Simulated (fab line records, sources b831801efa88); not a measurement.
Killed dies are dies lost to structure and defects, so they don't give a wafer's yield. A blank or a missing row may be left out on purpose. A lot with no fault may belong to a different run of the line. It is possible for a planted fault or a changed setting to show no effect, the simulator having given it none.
Matching of chambers -- flow sfq_line -- cmp-01 running SFQ_TRILAYER_I1_CMP_CMP_046: 4 sister chambers
The step polishes SiO2. 8 wafers are shown with their chamber, then 9 later ones without.

== WAFERS, EACH WITH ITS CHAMBER ==
wafer,chamber,motor_current_A (A),time_to_endpoint_s (s)
L386.6,3,10.9,208
L388.1,1,10.4,224
L389.1,2,11.2,214
L389.2,0,8.9,206
L389.4,1,10.4,218
L391.2,0,8.7,219
L391.3,3,10.2,210
L391.4,2,10.3,210

== WAFERS WHOSE CHAMBER IS MISSING ==
wafer,motor_current_A (A),time_to_endpoint_s (s)
L393.1,10.5,205
L393.4,11.1,209
L393.5,10.8,228
L394.2,9.9,202
L394.4,11.1,215
L394.6,11.2,215
L400.1,10.4,206
L400.4,10.2,218
L400.5,10.5,224

== THE CHAMBER EACH PASSED THROUGH ==
wafer,from the rows above,in truth
L393.1,can't be placed: 3 or 2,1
L393.4,can't be placed: 2 or 3 or 1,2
L393.5,can't be placed: 1 or 2 or 3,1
L394.2,can't be placed: 3 or 2 or 0 or 1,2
L394.4,can't be placed: 2 or 3 or 1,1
L394.6,can't be placed: 2 or 3 or 1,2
L400.1,can't be placed: 3 or 2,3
L400.4,can't be placed: 1 or 2 or 3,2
L400.5,can't be placed: 1 or 2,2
Correct placement for 0 of the 9. These rows do not allow placing 9 (true chamber among the candidates in 8). Wrongly placed: 0.
How it was worked out, from the rows above alone: a wafer's distance from a chamber is the root of the sum, over the readings, of the square of ((its reading less the chamber's mean) divided by the reading's scatter). The wafer belongs to the nearest chamber; if the next one is less than 2 further off, it can't be placed. Each chamber's mean is taken over the wafers shown for it. How the scatter is found: for the shown wafers, subtract from each reading the mean of its chamber, square and add these, divide the total by (wafers less chambers), then take the root.
